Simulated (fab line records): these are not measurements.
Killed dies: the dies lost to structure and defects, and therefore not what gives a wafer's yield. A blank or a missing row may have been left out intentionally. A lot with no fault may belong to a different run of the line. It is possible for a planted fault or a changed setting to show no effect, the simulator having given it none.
fab line records :: flow sky130
record:
  lots: 6
  wafers: 18
  last_day: 51
route steps=708 shown METAL5@679 PASSIVATION@681 PAD_OPEN@708
lots untouched by any fault: they come from a run of this same line in which no faults occurred
start_h: hours from the record's opening day to when the first of the lot's shown wafers began :: wait_h: how many hours have passed since the lot's step before this one :: " as in the row above :: L1.1+2: a row that stands for several wafers :: - either no value or no given start :: * or withheld: withheld :: < > ~ a bound
route shown NAME@n: NAME is a module with steps in the file, n the number in the route of the first one :: usual: mean and standard deviation over wafers with no fault :: same: alike in all rows :: chamber/n: place in a boat :: sites: readings site by site :: _std_site: the standard deviation of these :: _edge_site: outer sites' mean less inner sites' :: radius_mm: how far each site lies from the wafer's centre :: mask NAME#n: copy n :: behind: the tool/chamber that last shaped the wafer :: hold: why the lot went on hold/how many hours it stayed there/how the hold came to an end :: device: which transistor (n, p or np) failed to switch :: end of line: tests run on the same wafers once the route is complete :: a step given without rows: its recipe and nothing more :: killed: dies lost to structure and defects at the first sort, not the wafer's yield :: map: a wafer's dies, marking killed ones x, the rest . and places with no die _
set.NAME: setting as actually run; set.NAME@STEP: the setting as run at that earlier step :: model.NAME: the simulator's own value behind a step, which no gauge read
certain route steps with their lots: each step a table, each wafer a row
services: the hour from which a tool's chamber was out of use, counted from the record's first day as start_h (under 0 if before that day), plus the number of hours and why
== steps ==
step: SKY_METAL5_CLEAN_18
recipe:
  chemistry: IPA
  time_s: 180
  temp_c: 25
step: SKY_METAL5_CLEAN_19
recipe:
  chemistry: O3/DIW
  dry: n2_spin
step: SKY_PASSIVATION_CVD_00
recipe:
  material: SiO2
  target_thk_nm: 90
  temp_c: 400
  time_s: withheld
  rf_w: 600
usual:
  heater_power_w: 676/130
  susceptor_temp_C: 399.99/0.22
lot.wafer: L194.1
tool: pecvd-03
chamber: 2
start_h: 1053.57
wait_h: 0.0
heater_power_w: 579
susceptor_temp_C: 400.23

lot.wafer: L194.4
tool: pecvd-03
chamber: 2
start_h: 1053.57
wait_h: 0.0
heater_power_w: 587
susceptor_temp_C: 400.18

lot.wafer: L194.6
tool: pecvd-03
chamber: 2
start_h: 1053.57
wait_h: 0.0
heater_power_w: 578
susceptor_temp_C: 399.95

lot.wafer: L193.1
tool: pecvd-03
chamber: 0
start_h: 1056.71
wait_h: 0.0
heater_power_w: 588
susceptor_temp_C: 400.20

lot.wafer: L193.4
tool: pecvd-03
chamber: 0
start_h: 1056.71
wait_h: 0.0
heater_power_w: 597
susceptor_temp_C: 400.75

lot.wafer: L193.6
tool: pecvd-03
chamber: 2
start_h: 1056.71
wait_h: 0.0
heater_power_w: 574
susceptor_temp_C: 399.71

lot.wafer: L202.1
tool: pecvd-03
chamber: 2
start_h: 1094.58
wait_h: 0.0
heater_power_w: 458
susceptor_temp_C: 400.27

lot.wafer: L202.4
tool: pecvd-03
chamber: 0
start_h: 1094.58
wait_h: 0.0
heater_power_w: 538
susceptor_temp_C: 400.15

lot.wafer: L202.5
tool: pecvd-03
chamber: 2
start_h: 1094.58
wait_h: 0.0
heater_power_w: 480
susceptor_temp_C: 400.10

lot.wafer: L205.1
tool: pecvd-01
chamber: 1
start_h: 1114.16
wait_h: 0.0
heater_power_w: 686
susceptor_temp_C: 399.87

lot.wafer: L205.2
tool: pecvd-01
chamber: 2
start_h: 1114.16
wait_h: 0.0
heater_power_w: 787
susceptor_temp_C: 399.73

lot.wafer: L205.5
tool: pecvd-01
chamber: 1
start_h: 1114.16
wait_h: 0.0
heater_power_w: 711
susceptor_temp_C: 399.92

lot.wafer: L210.1
tool: pecvd-04
chamber: 0
start_h: 1144.14
wait_h: 0.0
heater_power_w: 839
susceptor_temp_C: 400.05

lot.wafer: L210.3
tool: pecvd-04
chamber: 2
start_h: 1144.14
wait_h: 0.0
heater_power_w: 661
susceptor_temp_C: 400.33

lot.wafer: L210.5
tool: pecvd-04
chamber: 1
start_h: 1144.14
wait_h: 0.0
heater_power_w: 607
susceptor_temp_C: 400.17

lot.wafer: L213.1
tool: pecvd-01
chamber: 0
start_h: 1184.50
wait_h: 0.0
heater_power_w: 930
susceptor_temp_C: 400.02

lot.wafer: L213.5
tool: pecvd-01
chamber: 1
start_h: 1184.50
wait_h: 0.0
heater_power_w: 645
susceptor_temp_C: 400.18

lot.wafer: L213.6
tool: pecvd-01
chamber: 0
start_h: 1184.50
wait_h: 0.0
heater_power_w: 949
susceptor_temp_C: 400.19
step: SKY_PASSIVATION_THK_MEAS_01
recipe:
  reads: SiO2_of_PASSIVATION_CVD_00
usual:
  PASSIVATION_CVD_00_THK: 89.5/1.3
lot.wafer: L194.1
tool: film_metro-03
chamber: -
start_h: 1053.60
wait_h: -
PASSIVATION_CVD_00_THK[nm]: 89.0

lot.wafer: L194.4
tool: film_metro-03
chamber: -
start_h: 1053.60
wait_h: -
PASSIVATION_CVD_00_THK[nm]: 89.7

lot.wafer: L194.6
tool: film_metro-03
chamber: -
start_h: 1053.60
wait_h: -
PASSIVATION_CVD_00_THK[nm]: 90.2

lot.wafer: L193.1
tool: film_metro-02
chamber: -
start_h: 1056.73
wait_h: -
PASSIVATION_CVD_00_THK[nm]: 88.0

lot.wafer: L193.4
tool: film_metro-02
chamber: -
start_h: 1056.73
wait_h: -
PASSIVATION_CVD_00_THK[nm]: 89.9

lot.wafer: L193.6
tool: film_metro-02
chamber: -
start_h: 1056.73
wait_h: -
PASSIVATION_CVD_00_THK[nm]: 89.4

lot.wafer: L202.1
tool: film_metro-04
chamber: -
start_h: 1094.60
wait_h: -
PASSIVATION_CVD_00_THK[nm]: 88.6

lot.wafer: L202.4
tool: film_metro-04
chamber: -
start_h: 1094.60
wait_h: -
PASSIVATION_CVD_00_THK[nm]: 91.1

lot.wafer: L202.5
tool: film_metro-04
chamber: -
start_h: 1094.60
wait_h: -
PASSIVATION_CVD_00_THK[nm]: 90.0

lot.wafer: L205.1
tool: film_metro-04
chamber: -
start_h: 1114.18
wait_h: -
PASSIVATION_CVD_00_THK[nm]: 88.8

lot.wafer: L205.2
tool: film_metro-04
chamber: -
start_h: 1114.18
wait_h: -
PASSIVATION_CVD_00_THK[nm]: 89.1

lot.wafer: L205.5
tool: film_metro-04
chamber: -
start_h: 1114.18
wait_h: -
PASSIVATION_CVD_00_THK[nm]: 91.2

lot.wafer: L210.1
tool: film_metro-04
chamber: -
start_h: 1144.16
wait_h: -
PASSIVATION_CVD_00_THK[nm]: 87.8

lot.wafer: L210.3
tool: film_metro-04
chamber: -
start_h: 1144.16
wait_h: -
PASSIVATION_CVD_00_THK[nm]: 87.6

lot.wafer: L210.5
tool: film_metro-04
chamber: -
start_h: 1144.16
wait_h: -
PASSIVATION_CVD_00_THK[nm]: 89.9

lot.wafer: L213.1
tool: film_metro-02
chamber: -
start_h: 1184.52
wait_h: -
PASSIVATION_CVD_00_THK[nm]: 90.9

lot.wafer: L213.5
tool: film_metro-02
chamber: -
start_h: 1184.52
wait_h: -
PASSIVATION_CVD_00_THK[nm]: 91.0

lot.wafer: L213.6
tool: film_metro-02
chamber: -
start_h: 1184.52
wait_h: -
PASSIVATION_CVD_00_THK[nm]: 92.1
step: SKY_PASSIVATION_CVD_02
recipe:
  material: Si3N4
  target_thk_nm: 540
  temp_c: 400
  time_s: withheld
  rf_w: 450
usual:
  heater_power_w: 734/98
  susceptor_temp_C: 399.99/0.22
lot.wafer: L194.1
tool: pecvd-04
chamber: 2
start_h: 1053.66
wait_h: 0.1
heater_power_w: 710
susceptor_temp_C: 400.37

lot.wafer: L194.4
tool: pecvd-04
chamber: 0
start_h: 1053.66
wait_h: 0.1
heater_power_w: 788
susceptor_temp_C: 400.06

lot.wafer: L194.6
tool: pecvd-04
chamber: 2
start_h: 1053.66
wait_h: 0.1
heater_power_w: 762
susceptor_temp_C: 400.26

lot.wafer: L193.1
tool: pecvd-04
chamber: 2
start_h: 1056.79
wait_h: 0.1
heater_power_w: 665
susceptor_temp_C: 400.27

lot.wafer: L193.4
tool: pecvd-04
chamber: 0
start_h: 1056.79
wait_h: 0.1
heater_power_w: 815
susceptor_temp_C: 400.17

lot.wafer: L193.6
tool: pecvd-04
chamber: 1
start_h: 1056.79
wait_h: 0.1
heater_power_w: 757
susceptor_temp_C: 400.00

lot.wafer: L202.1
tool: pecvd-04
chamber: 2
start_h: 1094.66
wait_h: 0.1
heater_power_w: 681
susceptor_temp_C: 399.84

lot.wafer: L202.4
tool: pecvd-04
chamber: 0
start_h: 1094.66
wait_h: 0.1
heater_power_w: 878
susceptor_temp_C: 399.88

lot.wafer: L202.5
tool: pecvd-04
chamber: 1
start_h: 1094.66
wait_h: 0.1
heater_power_w: 630
susceptor_temp_C: 399.84

lot.wafer: L205.1
tool: pecvd-03
chamber: 2
start_h: 1114.24
wait_h: 0.1
heater_power_w: 529
susceptor_temp_C: 400.14

lot.wafer: L205.2
tool: pecvd-03
chamber: 0
start_h: 1114.24
wait_h: 0.1
heater_power_w: 665
susceptor_temp_C: 399.94

lot.wafer: L205.5
tool: pecvd-03
chamber: 2
start_h: 1114.24
wait_h: 0.1
heater_power_w: 561
susceptor_temp_C: 400.47

lot.wafer: L210.1
tool: pecvd-03
chamber: 0
start_h: 1144.22
wait_h: 0.1
heater_power_w: 618
susceptor_temp_C: 400.00

lot.wafer: L210.3
tool: pecvd-03
chamber: 2
start_h: 1144.22
wait_h: 0.1
heater_power_w: 604
susceptor_temp_C: 399.69

lot.wafer: L210.5
tool: pecvd-03
chamber: 1
start_h: 1144.22
wait_h: 0.1
heater_power_w: 580
susceptor_temp_C: 399.87

lot.wafer: L213.1
tool: pecvd-04
chamber: 2
start_h: 1184.58
wait_h: 0.1
heater_power_w: 607
susceptor_temp_C: 399.97

lot.wafer: L213.5
tool: pecvd-04
chamber: 2
start_h: 1184.58
wait_h: 0.1
heater_power_w: 691
susceptor_temp_C: 400.02

lot.wafer: L213.6
tool: pecvd-04
chamber: 0
start_h: 1184.58
wait_h: 0.1
heater_power_w: 870
susceptor_temp_C: 400.16
step: SKY_PASSIVATION_THK_MEAS_03
recipe:
  reads: Si3N4_of_PASSIVATION_CVD_02
usual:
  PASSIVATION_CVD_02_THK: 540/6.4
lot.wafer: L194.1
tool: film_metro-02
chamber: -
start_h: 1053.89
wait_h: -
PASSIVATION_CVD_02_THK[nm]: 537

lot.wafer: L194.4
tool: film_metro-02
chamber: -
start_h: 1053.89
wait_h: -
PASSIVATION_CVD_02_THK[nm]: 545

lot.wafer: L194.6
tool: film_metro-02
chamber: -
start_h: 1053.89
wait_h: -
PASSIVATION_CVD_02_THK[nm]: 542

lot.wafer: L193.1
tool: film_metro-04
chamber: -
start_h: 1057.02
wait_h: -
PASSIVATION_CVD_02_THK[nm]: 527

lot.wafer: L193.4
tool: film_metro-04
chamber: -
start_h: 1057.02
wait_h: -
PASSIVATION_CVD_02_THK[nm]: 535

lot.wafer: L193.6
tool: film_metro-04
chamber: -
start_h: 1057.02
wait_h: -
PASSIVATION_CVD_02_THK[nm]: 543

lot.wafer: L202.1
tool: film_metro-02
chamber: -
start_h: 1094.89
wait_h: -
PASSIVATION_CVD_02_THK[nm]: 541

lot.wafer: L202.4
tool: film_metro-02
chamber: -
start_h: 1094.89
wait_h: -
PASSIVATION_CVD_02_THK[nm]: 551

lot.wafer: L202.5
tool: film_metro-02
chamber: -
start_h: 1094.89
wait_h: -
PASSIVATION_CVD_02_THK[nm]: 552

lot.wafer: L205.1
tool: film_metro-03
chamber: -
start_h: 1114.59
wait_h: -
PASSIVATION_CVD_02_THK[nm]: 530

lot.wafer: L205.2
tool: film_metro-03
chamber: -
start_h: 1114.59
wait_h: -
PASSIVATION_CVD_02_THK[nm]: 529

lot.wafer: L205.5
tool: film_metro-03
chamber: -
start_h: 1114.59
wait_h: -
PASSIVATION_CVD_02_THK[nm]: 541

lot.wafer: L210.1
tool: film_metro-03
chamber: -
start_h: 1144.44
wait_h: -
PASSIVATION_CVD_02_THK[nm]: 534

lot.wafer: L210.3
tool: film_metro-03
chamber: -
start_h: 1144.44
wait_h: -
PASSIVATION_CVD_02_THK[nm]: 537

lot.wafer: L210.5
tool: film_metro-03
chamber: -
start_h: 1144.44
wait_h: -
PASSIVATION_CVD_02_THK[nm]: 543

lot.wafer: L213.1
tool: film_metro-04
chamber: -
start_h: 1184.92
wait_h: -
PASSIVATION_CVD_02_THK[nm]: 527

lot.wafer: L213.5
tool: film_metro-04
chamber: -
start_h: 1184.92
wait_h: -
PASSIVATION_CVD_02_THK[nm]: 540

lot.wafer: L213.6
tool: film_metro-04
chamber: -
start_h: 1184.92
wait_h: -
PASSIVATION_CVD_02_THK[nm]: 547
step: SKY_PASSIVATION_DEHYDRATE_04
recipe:
  temp_c: 200
  time_s: 60
step: SKY_PASSIVATION_HMDS_05
recipe:
  prime_time_s: 60
  prime_temp_c: 120
step: SKY_PASSIVATION_COAT_06
recipe:
  spin_rpm: 2000
  resist_thk_nm: 3000
step: SKY_PASSIVATION_SOFTBAKE_07
recipe:
  temp_c: 110.9
  time_s: withheld
step: SKY_PASSIVATION_EXPOSE_08
recipe:
  mask_id: NSM
  target_cd_nm: 3000
  na: 0.57
  dose_mj: 260
step: SKY_PASSIVATION_PEB_09
recipe:
  temp_c: 115
  time_s: withheld
step: SKY_PASSIVATION_DEVELOP_10
recipe:
  develop_time_s: 60
  dev_temp_c: 23
usual:
  developer_temp_C: 23.00/0.1
lot.wafer: L194.1
tool: litho_track-03
chamber: 0
start_h: 1075
wait_h: -
developer_temp_C: 23.08

lot.wafer: L194.4
tool: litho_track-03
chamber: 0
start_h: 1075
wait_h: -
developer_temp_C: 23.07

lot.wafer: L194.6
tool: litho_track-03
chamber: 0
start_h: 1075
wait_h: -
developer_temp_C: 23.02

lot.wafer: L193.1
tool: litho_track-03
chamber: 0
start_h: 1077
wait_h: -
developer_temp_C: 22.95

lot.wafer: L193.4
tool: litho_track-03
chamber: 0
start_h: 1077
wait_h: -
developer_temp_C: 23.19

lot.wafer: L193.6
tool: litho_track-03
chamber: 0
start_h: 1077
wait_h: -
developer_temp_C: 23.05

lot.wafer: L202.1
tool: litho_track-03
chamber: 0
start_h: 1115
wait_h: -
developer_temp_C: 23.92

lot.wafer: L202.4
tool: litho_track-03
chamber: 0
start_h: 1115
wait_h: -
developer_temp_C: 23.94

lot.wafer: L202.5
tool: litho_track-03
chamber: 0
start_h: 1115
wait_h: -
developer_temp_C: 23.83

lot.wafer: L205.1
tool: litho_track-03
chamber: 0
start_h: 1133
wait_h: -
developer_temp_C: 24.01

lot.wafer: L205.2
tool: litho_track-03
chamber: 0
start_h: 1133
wait_h: -
developer_temp_C: 24.04

lot.wafer: L205.5
tool: litho_track-03
chamber: 0
start_h: 1133
wait_h: -
developer_temp_C: 23.99

lot.wafer: L210.1
tool: litho_track-02
chamber: 0
start_h: 1161
wait_h: -
developer_temp_C: 22.92

lot.wafer: L210.3
tool: litho_track-02
chamber: 0
start_h: 1161
wait_h: -
developer_temp_C: 22.76

lot.wafer: L210.5
tool: litho_track-02
chamber: 0
start_h: 1161
wait_h: -
developer_temp_C: 22.80

lot.wafer: L213.1
tool: litho_track-01
chamber: 0
start_h: 1199
wait_h: -
developer_temp_C: 23.06

lot.wafer: L213.5
tool: litho_track-01
chamber: 0
start_h: 1199
wait_h: -
developer_temp_C: 22.97

lot.wafer: L213.6
tool: litho_track-01
chamber: 0
start_h: 1199
wait_h: -
developer_temp_C: 23.00
step: SKY_PASSIVATION_ETCH_11
recipe:
  chemistry: CF4/O2
  target_depth_nm: 725
  stop_on: AlCu
  source_w: 800
  bias_w: 150
  pressure_mtorr: 150
  cf4_flow_sccm: 80
  O2_flow_sccm: 10
  time_s: 161.1
usual:
  bias_w: 150.0/0.45
  drypump_motor_current_A: 5.8/0.39
  oes_product_au: 0.977/0.0072
  throttle_valve_pct: 5.964/0.0084
lot.wafer: L194.1
tool: rie_diel-01
chamber: 1
start_h: 1075.42
wait_h: -
bias_w: 149.3
drypump_motor_current_A: 6.1
oes_product_au: 0.980
rf_hours_counter_h: 19
throttle_valve_pct: 5.954

lot.wafer: L194.4
tool: rie_diel-01
chamber: 0
start_h: 1075.42
wait_h: -
bias_w: 149.2
drypump_motor_current_A: 5.8
oes_product_au: 0.981
rf_hours_counter_h: 11
throttle_valve_pct: 5.976

lot.wafer: L194.6
tool: rie_diel-01
chamber: 0
start_h: 1075.42
wait_h: -
bias_w: 149.4
drypump_motor_current_A: 5.8
oes_product_au: 0.979
rf_hours_counter_h: -
throttle_valve_pct: 5.961

lot.wafer: L193.1
tool: rie_diel-01
chamber: 0
start_h: 1078.02
wait_h: -
bias_w: 150.3
drypump_motor_current_A: 5.8
oes_product_au: 0.961
rf_hours_counter_h: 11
throttle_valve_pct: 5.966

lot.wafer: L193.4
tool: rie_diel-01
chamber: 1
start_h: 1078.02
wait_h: -
bias_w: 150.5
drypump_motor_current_A: 6.1
oes_product_au: 0.975
rf_hours_counter_h: 19
throttle_valve_pct: 5.951

lot.wafer: L193.6
tool: rie_diel-01
chamber: 2
start_h: 1078.02
wait_h: -
bias_w: 150.4
drypump_motor_current_A: 5.4
oes_product_au: 0.973
rf_hours_counter_h: -
throttle_valve_pct: 5.954

lot.wafer: L202.1
tool: rie_diel-02
chamber: 1
start_h: 1115.17
wait_h: -
bias_w: 149.6
drypump_motor_current_A: 5.7
oes_product_au: 0.990
rf_hours_counter_h: 8
throttle_valve_pct: 5.962

lot.wafer: L202.4
tool: rie_diel-02
chamber: 2
start_h: 1115.17
wait_h: -
bias_w: 150.0
drypump_motor_current_A: 5.8
oes_product_au: 0.995
rf_hours_counter_h: 14
throttle_valve_pct: 5.979

lot.wafer: L202.5
tool: rie_diel-02
chamber: 2
start_h: 1115.17
wait_h: -
bias_w: 150.5
drypump_motor_current_A: 5.8
oes_product_au: 0.988
rf_hours_counter_h: -
throttle_valve_pct: 5.973

lot.wafer: L205.1
tool: rie_diel-02
chamber: 1
start_h: 1133.82
wait_h: -
bias_w: 150.3
drypump_motor_current_A: 5.7
oes_product_au: 0.973
rf_hours_counter_h: 8
throttle_valve_pct: 5.972

lot.wafer: L205.2
tool: rie_diel-02
chamber: 2
start_h: 1133.82
wait_h: -
bias_w: 150.6
drypump_motor_current_A: 5.8
oes_product_au: 0.970
rf_hours_counter_h: 15
throttle_valve_pct: 5.965

lot.wafer: L205.5
tool: rie_diel-02
chamber: 0
start_h: 1133.82
wait_h: -
bias_w: 150.6
drypump_motor_current_A: 6.0
oes_product_au: 0.982
rf_hours_counter_h: -
throttle_valve_pct: 5.944

lot.wafer: L210.1
tool: rie_diel-02
chamber: 1
start_h: 1161.99
wait_h: -
bias_w: 149.9
drypump_motor_current_A: 5.7
oes_product_au: 0.973
rf_hours_counter_h: 9
throttle_valve_pct: 5.948

lot.wafer: L210.3
tool: rie_diel-02
chamber: 3
start_h: 1161.99
wait_h: -
bias_w: 150.0
drypump_motor_current_A: 5.4
oes_product_au: 0.969
rf_hours_counter_h: 31
throttle_valve_pct: 5.958

lot.wafer: L210.5
tool: rie_diel-02
chamber: 1
start_h: 1161.99
wait_h: -
bias_w: 149.6
drypump_motor_current_A: 5.7
oes_product_au: 0.978
rf_hours_counter_h: -
throttle_valve_pct: 5.964

lot.wafer: L213.1
tool: rie_diel-04
chamber: 3
start_h: 1199.64
wait_h: -
bias_w: 149.5
drypump_motor_current_A: 5.9
oes_product_au: 0.968
rf_hours_counter_h: 19
throttle_valve_pct: 5.964

lot.wafer: L213.5
tool: rie_diel-04
chamber: 0
start_h: 1199.64
wait_h: -
bias_w: 150.3
drypump_motor_current_A: 5.7
oes_product_au: 0.970
rf_hours_counter_h: -
throttle_valve_pct: 5.949

lot.wafer: L213.6
tool: rie_diel-04
chamber: 1
start_h: 1199.64
wait_h: -
bias_w: 150.1
drypump_motor_current_A: 5.8
oes_product_au: 0.987
rf_hours_counter_h: -
throttle_valve_pct: 5.972
step: SKY_PAD_OPEN_PROBE_99
usual:
  defect_limited_yield: 82.4/2
  killed_at_M0_to_M3: 43/6.8
  killed_at_M4_up: 3.1/1.8
  killed_at_contacts: 25/5.8
  killed_at_front_end: 15/4.2
  killed_at_other: 0.3/0.5
  killed_dies: 87/9.7
  killed_open: 47/7.3
  killed_short: 39/6.6
  sort_bin_3_pad_short: 0.9/0.37
  sort_bin_5_function: 10.4/1.4
  sort_bin_6_memory: 6.3/1.1
  sort_n_pass: 405/9.7
  sort_yield_pct: 82.4/2
same:
  gross_dies: 492
  killed_at_back_side: 0
  sort_bin_4_leakage[%]: 0
  sort_bin_8_speed[%]: 0
lot.wafer: L194.1
tool: prober-01
chamber: -
start_h: 1098.24
wait_h: 0.1
defect_limited_yield[%]: 83.7
killed_at_M0_to_M3: 36
killed_at_M4_up: 2
killed_at_contacts: 26
killed_at_front_end: 16
killed_at_other: 0
killed_dies: 80
killed_open: 50
killed_short: 30
sort_bin_3_pad_short[%]: 0.8
sort_bin_5_function[%]: 12.0
sort_bin_6_memory[%]: 3.5
sort_n_pass: 412
sort_yield_pct[%]: 83.7

lot.wafer: L194.4
tool: prober-01
chamber: -
start_h: 1098.39
wait_h: 0.2
defect_limited_yield[%]: 83.3
killed_at_M0_to_M3: 42
killed_at_M4_up: 3
killed_at_contacts: 21
killed_at_front_end: 15
killed_at_other: 1
killed_dies: 82
killed_open: 40
killed_short: 42
sort_bin_3_pad_short[%]: 1.0
sort_bin_5_function[%]: 10.4
sort_bin_6_memory[%]: 5.3
sort_n_pass: 410
sort_yield_pct[%]: 83.3

lot.wafer: L194.6
tool: prober-01
chamber: -
start_h: 1098.49
wait_h: 0.2
defect_limited_yield[%]: 82.1
killed_at_M0_to_M3: 48
killed_at_M4_up: 0
killed_at_contacts: 25
killed_at_front_end: 14
killed_at_other: 1
killed_dies: 88
killed_open: 47
killed_short: 41
sort_bin_3_pad_short[%]: 1.0
sort_bin_5_function[%]: 10.4
sort_bin_6_memory[%]: 6.5
sort_n_pass: 404
sort_yield_pct[%]: 82.1

lot.wafer: L205.1
tool: prober-01
chamber: -
start_h: 1155.68
wait_h: 0.1
defect_limited_yield[%]: 79.9
killed_at_M0_to_M3: 52
killed_at_M4_up: 0
killed_at_contacts: 27
killed_at_front_end: 20
killed_at_other: 0
killed_dies: 99
killed_open: 49
killed_short: 50
sort_bin_3_pad_short[%]: 1.0
sort_bin_5_function[%]: 10.4
sort_bin_6_memory[%]: 8.7
sort_n_pass: 393
sort_yield_pct[%]: 79.9

lot.wafer: L205.2
tool: prober-01
chamber: -
start_h: 1155.73
wait_h: 0.1
defect_limited_yield[%]: 81.3
killed_at_M0_to_M3: 51
killed_at_M4_up: 1
killed_at_contacts: 21
killed_at_front_end: 18
killed_at_other: 1
killed_dies: 92
killed_open: 51
killed_short: 41
sort_bin_3_pad_short[%]: 0.8
sort_bin_5_function[%]: 11.6
sort_bin_6_memory[%]: 6.3
sort_n_pass: 400
sort_yield_pct[%]: 81.3

lot.wafer: L205.5
tool: prober-01
chamber: -
start_h: 1155.88
wait_h: 0.2
defect_limited_yield[%]: 79.7
killed_at_M0_to_M3: 59
killed_at_M4_up: 4
killed_at_contacts: 21
killed_at_front_end: 16
killed_at_other: 0
killed_dies: 100
killed_open: 48
killed_short: 52
sort_bin_3_pad_short[%]: 1.6
sort_bin_5_function[%]: 11.0
sort_bin_6_memory[%]: 7.7
sort_n_pass: 392
sort_yield_pct[%]: 79.7

lot.wafer: L210.1
tool: prober-02
chamber: -
start_h: 1181.86
wait_h: 0.1
defect_limited_yield[%]: 85.2
killed_at_M0_to_M3: 41
killed_at_M4_up: 1
killed_at_contacts: 21
killed_at_front_end: 9
killed_at_other: 1
killed_dies: 73
killed_open: 39
killed_short: 34
sort_bin_3_pad_short[%]: 0.6
sort_bin_5_function[%]: 9.3
sort_bin_6_memory[%]: 4.9
sort_n_pass: 419
sort_yield_pct[%]: 85.2

lot.wafer: L210.3
tool: prober-02
chamber: -
start_h: 1181.96
wait_h: 0.2
defect_limited_yield[%]: 81.1
killed_at_M0_to_M3: 47
killed_at_M4_up: 2
killed_at_contacts: 33
killed_at_front_end: 10
killed_at_other: 1
killed_dies: 93
killed_open: 49
killed_short: 44
sort_bin_3_pad_short[%]: 1.2
sort_bin_5_function[%]: 10.0
sort_bin_6_memory[%]: 7.7
sort_n_pass: 399
sort_yield_pct[%]: 81.1

lot.wafer: L210.5
tool: prober-02
chamber: -
start_h: 1182.06
wait_h: 0.2
defect_limited_yield[%]: 85.0
killed_at_M0_to_M3: 28
killed_at_M4_up: 3
killed_at_contacts: 25
killed_at_front_end: 18
killed_at_other: 0
killed_dies: 74
killed_open: 37
killed_short: 37
sort_bin_3_pad_short[%]: 0.8
sort_bin_5_function[%]: 9.1
sort_bin_6_memory[%]: 5.1
sort_n_pass: 418
sort_yield_pct[%]: 85.0
killed by level:class
L194.1 VIA1:geometric_particle:open=12 LI_CONTACT:geometric_particle:open=10 CONTACT:geometric_particle:open=9 VIA3:geometric_particle:open=8 POLY_GATE:geometric_particle:short=4 VIA1:geometric_particle:short=4 METAL2:geometric_particle:short=4 FIELD_ISO:geometric_particle:open=3
L194.4 VIA3:geometric_particle:open=9 VIA1:geometric_particle:open=9 CONTACT:geometric_particle:short=8 VIA1:geometric_particle:short=7 CONTACT:geometric_particle:open=6 FIELD_ISO:geometric_particle:open=4 VIA2:geometric_particle:open=4 FIELD_ISO:geometric_particle:short=3
L194.6 VIA1:geometric_particle:open=13 METAL2:geometric_particle:short=10 CONTACT:geometric_particle:open=8 VIA1:geometric_particle:short=6 VIA2:geometric_particle:open=6 LI_CONTACT:geometric_particle:open=5 LOCAL_INTERCONNECT:geometric_particle:short=5 POLY_GATE:geometric_particle:open=4
L205.1 VIA1:geometric_particle:open=21 CONTACT:geometric_particle:open=7 FIELD_ISO:geometric_particle:short=6 LI_CONTACT:geometric_particle:open=6 LOCAL_INTERCONNECT:geometric_particle:short=6 CONTACT:geometric_particle:short=6 METAL1:geometric_particle:short=6 METAL2:geometric_particle:short=6
L205.2 VIA1:geometric_particle:open=16 CONTACT:geometric_particle:open=8 VIA3:geometric_particle:open=7 POLY_GATE:geometric_particle:short=6 METAL1:geometric_particle:short=5 METAL2:geometric_particle:short=5 FIELD_ISO:geometric_particle:open=4 LOCAL_INTERCONNECT:geometric_particle:short=4
L205.5 METAL2:geometric_particle:short=11 VIA1:geometric_particle:open=9 CONTACT:geometric_particle:open=9 FIELD_ISO:geometric_particle:short=8 VIA2:geometric_particle:open=8 METAL1:geometric_particle:short=7 METAL3:geometric_particle:short=5 VIA1:geometric_particle:short=5
L210.1 CONTACT:geometric_particle:open=9 METAL1:geometric_particle:short=6 VIA1:geometric_particle:open=6 VIA2:geometric_particle:open=6 CONTACT:geometric_particle:short=4 VIA1:geometric_particle:short=4 METAL2:geometric_particle:short=4 VIA3:geometric_particle:short=4
L210.3 CONTACT:geometric_particle:open=13 VIA1:geometric_particle:open=11 LI_CONTACT:geometric_particle:open=7 METAL2:geometric_particle:short=6 CONTACT:geometric_particle:short=6 VIA2:geometric_particle:open=6 VIA1:geometric_particle:short=6 LI_CONTACT:geometric_particle:short=5
L210.5 CONTACT:geometric_particle:open=7 LI_CONTACT:geometric_particle:short=5 METAL1:geometric_particle:short=5 VIA2:geometric_particle:open=5 FIELD_ISO:geometric_particle:short=4 POLY_GATE:geometric_particle:open=4 LOCAL_INTERCONNECT:geometric_particle:short=4 LOCAL_INTERCONNECT:geometric_particle:open=4
== services ==
tool: rie_diel-01
chamber: -
start_h: 1038.13
hours: 4.0
kind: repair

tool: pecvd-03
chamber: 1
start_h: 1050.97
hours: 5.0
kind: scheduled_down

tool: pecvd-03
chamber: 0
start_h: 1060.17
hours: 9.2
kind: repair

tool: rie_diel-02
chamber: 0
start_h: 1066.52
hours: 8.8
kind: repair

tool: rie_diel-01
chamber: -
start_h: 1071.94
hours: 2.4
kind: repair

tool: rie_diel-02
chamber: 2
start_h: 1078.22
hours: 12.5
kind: repair

tool: rie_diel-04
chamber: 2
start_h: 1078.45
hours: 2.7
kind: repair

tool: pecvd-01
chamber: 1
start_h: 1081.21
hours: 24.6
kind: repair

tool: pecvd-01
chamber: -
start_h: 1087.31
hours: 2.8
kind: pm

tool: rie_diel-04
chamber: 3
start_h: 1091.45
hours: 2.8
kind: repair

tool: rie_diel-04
chamber: -
start_h: 1092.13
hours: 2.7
kind: repair

tool: pecvd-04
chamber: -
start_h: 1092.91
hours: 0.3
kind: repair

tool: rie_diel-04
chamber: -
start_h: 1100.01
hours: 0.3
kind: repair

tool: pecvd-01
chamber: -
start_h: 1114.36
hours: 0.8
kind: repair

tool: rie_diel-01
chamber: 3
start_h: 1115.27
hours: 3.4
kind: repair

tool: pecvd-03
chamber: -
start_h: 1115.72
hours: 0.8
kind: repair

tool: pecvd-04
chamber: 1
start_h: 1122.21
hours: 12.9
kind: repair

tool: rie_diel-01
chamber: -
start_h: 1122.86
hours: 0.6
kind: repair

tool: pecvd-03
chamber: 0
start_h: 1133.85
hours: 2.6
kind: repair

tool: rie_diel-01
chamber: 2
start_h: 1134.93
hours: 6.7
kind: repair

tool: rie_diel-01
chamber: 0
start_h: 1149.62
hours: 4.6
kind: repair

tool: pecvd-01
chamber: -
start_h: 1167.55
hours: 5.5
kind: pm

tool: pecvd-04
chamber: 1
start_h: 1169.14
hours: 15.8
kind: repair

tool: pecvd-04
chamber: 0
start_h: 1195.40
hours: 10.1
kind: repair
== key ==
first_sign:
  step: SKY_PASSIVATION_DEVELOP_10
  reading: developer_temp_C
  direction: up
  sigmas: 9.4
  usual: *
  struck: *
effect none on later readings
met_at SKY_PASSIVATION_DEVELOP_10
struck_wafers L202.1,L202.4,L202.5,L205.1,L205.2,L205.5
onset_between 1077 1115
fault:
  kind: process_parameter_drift
  tool: litho_track-03
  chamber: -
  onset_h: 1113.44
  steps: SKY_PASSIVATION_DEVELOP_10
  channel: dev_temp_c
  offset: *
  shape: step
  end_h: 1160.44
  acts_in: *
  stated: *
